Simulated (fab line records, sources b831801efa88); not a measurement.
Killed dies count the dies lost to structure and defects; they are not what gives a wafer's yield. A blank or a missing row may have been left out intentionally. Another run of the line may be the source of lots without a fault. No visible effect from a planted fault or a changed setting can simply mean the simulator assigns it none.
Struck lot and sound lot, side by side	flow sky130	15 steps out of a route of 708
Sound: these wafers, L881.2, L881.4, L881.6. Wafers L874.4, L874.5, L874.6 were the ones struck. The cause is given at the end.
Order at every step that has rows: each side's tool, ch and its chambers, its first start. Under that, the readings that differ: sound wafers	struck wafers	difference of the means	sigmas: that difference in standard deviations of wafers without a fault.
alike: words and numbers the same on both sides, and readings whose means are apart by under 2 such deviations; not compared: readings that were withheld, readings missing a value for some wafer, numbers with overlapping values and no deviation given by the record, and bounds like >300 which may hide the same value.
Wherever a step has rows on one side only, a row that says differs or no value, or a row with sigmas, the two part there. Numbers that have no deviation but don't overlap get no sigmas and don't part them. A reading missing from all wafers of one side parts the sides only when that side holds two or more wafers.

first, 1 step without rows for these wafers: SKY_LDD_N_IMPLANT_15.
SKY_LDD_N_STRIP_16: strips in O2/N2.
  sound on plasmaAsher-01 ch 0,1, day 25 09:49; struck on plasmaAsher-01 ch 0,1, day 23 02:43
  alike: drypumpMotorCurrentA, oesProductAu, stripTimeToEndpointS
  not compared: rfHoursCounterH
SKY_LDD_N_TW_MEAS_17:
  sound: filmMetro-02 at day 25 09:56; struck: filmMetro-04 at day 23 02:48
  alike: LDD_N_TW
then, 7 steps without rows for these wafers: SKY_LDD_P_DEHYDRATE_00 (time 60 s); SKY_LDD_P_HMDS_01 (prime time 60 s); SKY_LDD_P_COAT_02 (resist thk 1140 nm); SKY_LDD_P_SOFTBAKE_03 (time 60 s); SKY_LDD_P_EXPOSE_04 (exposes mask PSDM, target cd 380 nm); SKY_LDD_P_PEB_05; SKY_LDD_P_DEVELOP_06 (develop time 60 s).
SKY_LDD_P_CD_MEAS_07 targets a cd of 380 nm.
  sound: cdSem-02 at day 26 14:37; struck: cdSem-02 at day 24 08:32
  alike: cdNm
SKY_LDD_P_OVL_MEAS_08:
  sound: overlay-02 at day 26 14:43; struck: overlay-01 at day 24 08:37
  alike: LDD_P_OVL
SKY_LDD_P_IMPLANT_09:
  sound on implanter-04 ch 0, day 26 14:46; struck on implanter-04 ch 0, day 24 08:43
reading	sound	struck	difference	sigmas
beamEnergyKeV	24.996 24.993 24.989	25.894 25.893 25.886	+0.898	+99 or more
model.implant.drpNm (nm)	11.41 11.41 11.41	11.7 11.7 11.7	+0.3	
SKY_LDD_P_STRIP_10: strips in O2/N2.
  sound on plasmaAsher-03 ch 0,1, day 26 14:53; struck on plasmaAsher-02 ch 0,1, day 24 08:49
  alike: drypumpMotorCurrentA, oesProductAu, stripTimeToEndpointS
  not compared: rfHoursCounterH
-- here the record skips 25 days between the struck wafers' starts before and after, leaving off in module LDD_P and picking up in module PAD_OPEN (first step shown: number 708 of the route) --
SKY_PAD_OPEN_PROBE_99:
  only the struck wafers here have rows in the record (prober-01, day 49 06:28); the sound ones have none

== WHERE THEY PART ==
First at SKY_LDD_P_IMPLANT_09; last, within this record, at SKY_PAD_OPEN_PROBE_99.

WHY: what had been put in by the simulator
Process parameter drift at SKY_LDD_P_IMPLANT_09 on implanter-04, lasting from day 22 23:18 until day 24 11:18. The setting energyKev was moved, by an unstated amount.
